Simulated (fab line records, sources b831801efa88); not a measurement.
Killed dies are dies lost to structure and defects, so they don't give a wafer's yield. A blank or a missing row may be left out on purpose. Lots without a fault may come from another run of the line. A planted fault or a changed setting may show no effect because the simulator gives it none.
A struck lot beside a sound one | flow sky130 | 14 steps out of a route of 708
Sound: wafers L965.3, L965.4, L965.6. Struck: wafers L959.2, L959.3, L959.6. The cause comes at the end.
At each step with rows: each side's tool, then ch and its chambers, then its first start. Under that, the readings that differ: sound wafers | struck wafers | difference of the means | sigmas: that difference in standard deviations of wafers without a fault.
alike: readings whose means differ by less than 2 such deviations, and words and numbers that are the same on both sides. not compared: withheld readings, readings that some wafer has no value for, bounds like >300 that may hide the same value, and numbers for which the record gives no deviation and whose values overlap.
The two part at a step that has a row with sigmas, a row that says differs or no value, or rows on one side only. Numbers that don't overlap but have no deviation are shown without sigmas and don't part them. A reading that every wafer of one side lacks parts them only if that side has two wafers or more.

first, 2 steps without rows for these wafers: SKY_SALICIDE_CLEAN_00 (cleans in HF-last, time 30 s); SKY_LI_CONTACT_HDPCVD_00 (deposits PSG, target thk 930 nm, time 155 s).
SKY_LI_CONTACT_THK_MEAS_01:
  sound on film_metro-04, day 33 16:19; struck on film_metro-03, day 32 07:29
  alike: LI_CONTACT_HDPCVD_THK
SKY_LI_CONTACT_CMP_02: polishes PSG.
  sound on cmp-01 ch 0,1,3, day 33 16:25; struck on cmp-01 ch 0,1,3, day 32 07:32
  alike: head_pressure_psi, motor_current_A, time_to_endpoint_s
SKY_LI_CONTACT_BOW_MEAS_03:
  sound on film_metro-03, day 33 16:42; struck on film_metro-01, day 32 07:51
  alike: LI_CONTACT_BOW
then, 7 steps without rows for these wafers: SKY_LI_CONTACT_DEHYDRATE_04 (time 60 s); SKY_LI_CONTACT_HMDS_05 (prime time 60 s); SKY_LI_CONTACT_COAT_06 (resist thk 60 nm); SKY_LI_CONTACT_COAT_07 (resist thk 450 nm); SKY_LI_CONTACT_SOFTBAKE_08 (time 90 s); SKY_LI_CONTACT_EXPOSE_09 (exposes mask LICM1, target cd 170 nm); SKY_LI_CONTACT_PEB_10.
SKY_LI_CONTACT_DEVELOP_11: develop time 60 s.
  sound on litho_track-01 ch 0, day 34 18:00; struck on litho_track-04, day 33 11:00
  no value came back on the struck wafers for chill_plate_temp_C (C), develop_time_s (s); on the sound wafers chill_plate_temp_C (C) reads 23.05 22.94 23.09
  reading                                           | sound             | struck            | difference | sigmas
  model.KrF-thick_of_LI_CONTACT_COAT_07.thk_nm (nm) | 438.4 440.9 440.4 | 450.7 450.8 452.2 | +11.3      |
SKY_LI_CONTACT_CD_MEAS_12: target cd 170 nm.
  sound on cd_sem-02, day 34 18:46; struck on cd_sem-01, day 33 11:54
  reading    | sound             | struck | difference                    | sigmas
  cd_nm (nm) | 168.0 168.7 168.8 | - - -  | no value on the struck wafers |

WHERE THEY PART
First at SKY_LI_CONTACT_DEVELOP_11; last, within this record, at SKY_LI_CONTACT_CD_MEAS_12.

WHY: what the simulator had put in
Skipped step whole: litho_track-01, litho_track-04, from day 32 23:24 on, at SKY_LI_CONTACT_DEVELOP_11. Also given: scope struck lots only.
